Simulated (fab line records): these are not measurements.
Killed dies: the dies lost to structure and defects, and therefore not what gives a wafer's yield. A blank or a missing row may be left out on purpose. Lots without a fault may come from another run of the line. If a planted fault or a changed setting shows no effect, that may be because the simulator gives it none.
Which of the tools did it?	flow gf180mcu	36 wafers from 12 lots sampled at 3 of the route's 602 steps

WHAT EACH GAUGE READ, for each wafer
GF_HV_LDD_TW_MEAS_50. Usual: HV_LDD_4_TW 574.3, standard deviation 2.3.
lot	measured	on	HV_LDD_4_TW	flag
L996	day 12 09:16	filmMetro-04	575.2 572.9 574.6	
L997	day 12 13:35	filmMetro-04	571.8 574.5 574.5	
L998	day 12 22:11	filmMetro-04	571.7 572.2 574.9	
L999	day 13 06:17	filmMetro-03	571.7 572.8 573.5	
L100	day 13 13:44	filmMetro-01	572.2 576.8 572.3	
L101	day 13 20:45	filmMetro-03	574.3 570.3 572.0	
L102	day 14 06:03	filmMetro-03	572.8 576.1 573.9	
L103	day 14 18:19	filmMetro-01	576.1 573.5 575.6	
L106	day 16 01:02	filmMetro-03	912.4 915.0 911.2	OFF
L107	day 16 11:28	filmMetro-04	899.3 906.6 899.8	OFF
L108	day 16 16:04	filmMetro-04	898.1 901.1 906.8	OFF
L109	day 16 21:30	filmMetro-01	903.4 900.9 906.4	OFF

GF_SALICIDE_THK_MEAS_05: measures by xrf. Usual: SALICIDE_TIN_THK 19.93 nm, standard deviation 0.25.
lot	measured	on	SALICIDE_TIN_THK (nm)	flag
L996	day 15 02:59	filmMetro-01	20.18 19.96 20.01	
L997	day 15 06:52	filmMetro-04	19.61 19.77 19.20	
L998	day 15 16:47	filmMetro-01	20.10 19.64 19.96	
L999	day 16 02:15	filmMetro-01	19.89 19.74 19.82	
L100	day 16 09:56	filmMetro-02	20.23 20.09 20.18	
L101	day 16 17:13	filmMetro-01	19.84 20.00 19.48	
L102	day 17 03:29	filmMetro-02	19.90 19.86 19.86	
L103	day 17 16:38	filmMetro-02	19.83 20.20 20.05	
L106	day 19 01:38	filmMetro-02	19.88 19.75 19.82	
L107	day 19 13:17	filmMetro-01	19.49 19.79 19.73	
L108	day 19 18:41	filmMetro-04	19.77 20.08 19.98	
L109	day 20 00:11	filmMetro-01	20.24 20.03 19.87	

WHAT TOOL EACH LOT RAN ON (gives the tool, then ch and the chambers of the sampled wafers, and finally the start)
lot	GF_HV_LDD_IMPLANT_48
L996	implanter-03 ch 0, day 12 09:01
L997	implanter-03 ch 0, day 12 13:20
L998	implanter-03 ch 0, day 12 21:56
L999	implanter-02 ch 0, day 13 06:02
L100	implanter-03 ch 0, day 13 13:31
L101	implanter-02 ch 0, day 13 20:31
L102	implanter-02 ch 0, day 14 05:49
L103	implanter-03 ch 0, day 14 18:05
L106	implanter-03 ch 0, day 16 00:47
L107	implanter-03 ch 0, day 16 11:14
L108	implanter-04 ch 0, day 16 15:50
L109	implanter-04 ch 0, day 16 21:16
- GF_HV_LDD_IMPLANT_48

AS READ BY THE TOOLS THEMSELVES (means over the sampled wafers that have a number; for cases with no such wafer, the mark the record gives instead)
GF_HV_LDD_IMPLANT_48. Usual: endStationPressureTorr 5.12e-06 Torr, standard deviation 2.6e-07; faradayCurrentUA 169, standard deviation 3.6.
lot	tool	endStationPressureTorr (Torr)	faradayCurrentUA	flag
L996	implanter-03	5.12e-06	170	
L997	implanter-03	5.15e-06	168	
L998	implanter-03	5.15e-06	171	
L999	implanter-02	5.10e-06	168	
L100	implanter-03	4.96e-06	171	
L101	implanter-02	5.21e-06	170	
L102	implanter-02	5.22e-06	174	
L103	implanter-03	5.46e-06	171	
L106	implanter-03	4.85e-06	166	
L107	implanter-03	5.13e-06	167	
L108	implanter-04	5.17e-06	169	
L109	implanter-04	5.24e-06	170	

THE ANSWER, worked out from the rows above alone
Rule: a lot counts as off when the mean over its wafers that have a number is more than 3 standard deviations away from the usual mean. A lot without any number at a reading at which 4 lots or more have one is off too. Any other lot the step has rows for is counted as sound. Order of review: gauges by route order, followed by the tools' own readings, for which a lot's mean as printed above is used. The first step at which some lot is off is used, and at that step the reading that is off furthest; a lot without a number counts as furthest.
Off: L106, L107, L108, L109, at GF_HV_LDD_TW_MEAS_50 (HV_LDD_4_TW).
If a tool, at a process step before that reading, ran all the lots that are off and no sound lot after the first of them, it fits. Gauges at GF_HV_LDD_TW_MEAS_50: tried the same way as those tools. No candidate that was tried fits.

WHAT THE SIMULATOR HAD INSERTED
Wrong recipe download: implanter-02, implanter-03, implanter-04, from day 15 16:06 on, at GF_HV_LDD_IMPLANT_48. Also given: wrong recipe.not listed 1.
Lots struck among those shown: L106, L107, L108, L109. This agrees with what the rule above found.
